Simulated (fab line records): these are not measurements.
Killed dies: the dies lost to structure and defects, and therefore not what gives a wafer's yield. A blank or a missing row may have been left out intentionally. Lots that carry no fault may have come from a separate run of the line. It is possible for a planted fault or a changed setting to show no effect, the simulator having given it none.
The same fault as seen by 2 desks | flow gf180mcu | only its own numbers are on each desk; what lay behind them is given at the end

TOOL OWNER'S DESK, pvd-sputter-02
At GF_M2_SPUTTER_04 (material TiN, target thk 50 nm, time 41.7 s) the tool's own readings: per lot run on this tool, the mean of the sampled wafers that have a number. Marked OUT: a lot whose mean sits more than 4 standard deviations from the usual mean, which makes it out of limits; the brackets give that distance.
Columns: A = cathode-dc-power-W at GF_M2_SPUTTER_04, usual 6499.9 W; B = throttle-valve-pct at GF_M2_SPUTTER_04, usual 29.2 %
lot  | first seen here | A                        | B
L233 | day 22 23:19    | 6500.4                   | 29.4
L232 | day 23 07:57    | 6498.8                   | 28.7
L239 | day 24 19:59    | 6654.2 (+99 or more) OUT | 29.3
This desk's verdict: out of limits on L239, starting with L239 at day 24 19:59 (cathode-dc-power-W at GF_M2_SPUTTER_04). L233, L232: within limits.

FROM THE METROLOGY DESK
Lot by lot, what the gauges showed, no matter which tool ran the lot: averages of those sampled wafers that carry a number. Marked OUT: a lot whose mean sits more than 4 standard deviations from the usual mean, which makes it out of limits; the brackets give that distance.
Columns: A = cd-nm at GF_M1_CD_MEAS_14, usual 230.1 nm; B = V2_BOW at GF_V2_BOW_MEAS_05, usual 100 um
lot  | first seen here | A     | B
L221 | day 16 21:32    | 232.0 | 108
L222 | day 17 03:52    | 229.2 | 109
L224 | day 18 08:19    | 231.0 | 94
L226 | day 18 22:13    | 228.5 | 98
L227 | day 19 09:39    | 231.7 | 99
L231 | day 21 14:07    | 230.5 | 100
L233 | day 21 20:48    | 229.2 | 100
L232 | day 22 05:13    | 229.2 | 92
L234 | day 22 13:46    | 229.6 | 111
L237 | day 23 01:40    | 230.1 | 97
L239 | day 23 18:46    | 230.1 | 93
L240 | day 24 00:22    | 231.5 | 99
L243 | day 25 02:02    | 231.9 | 97
Result from this desk: across the 13 lots, nothing is out of limits.

TAKEN TOGETHER
On L239, at day 24 19:59, an alarm was possible from the tool owner's desk.
At the metrology desk, nothing out of limits was observed.
The metrology desk has L239 on record, within its limits.
GF_M2_SPUTTER_04 was run on pvd-sputter-02 by each of the lots named.

WHAT THE SIMULATOR PUT IN
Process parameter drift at GF_M2_SPUTTER_04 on pvd-sputter-02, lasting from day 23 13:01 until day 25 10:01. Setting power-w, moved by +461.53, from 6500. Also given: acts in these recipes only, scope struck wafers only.
Shown lots that were struck: L239.
How many hours passed from the start of the fault until each desk's first out-of-limits reading: the tool owner's desk, 31.
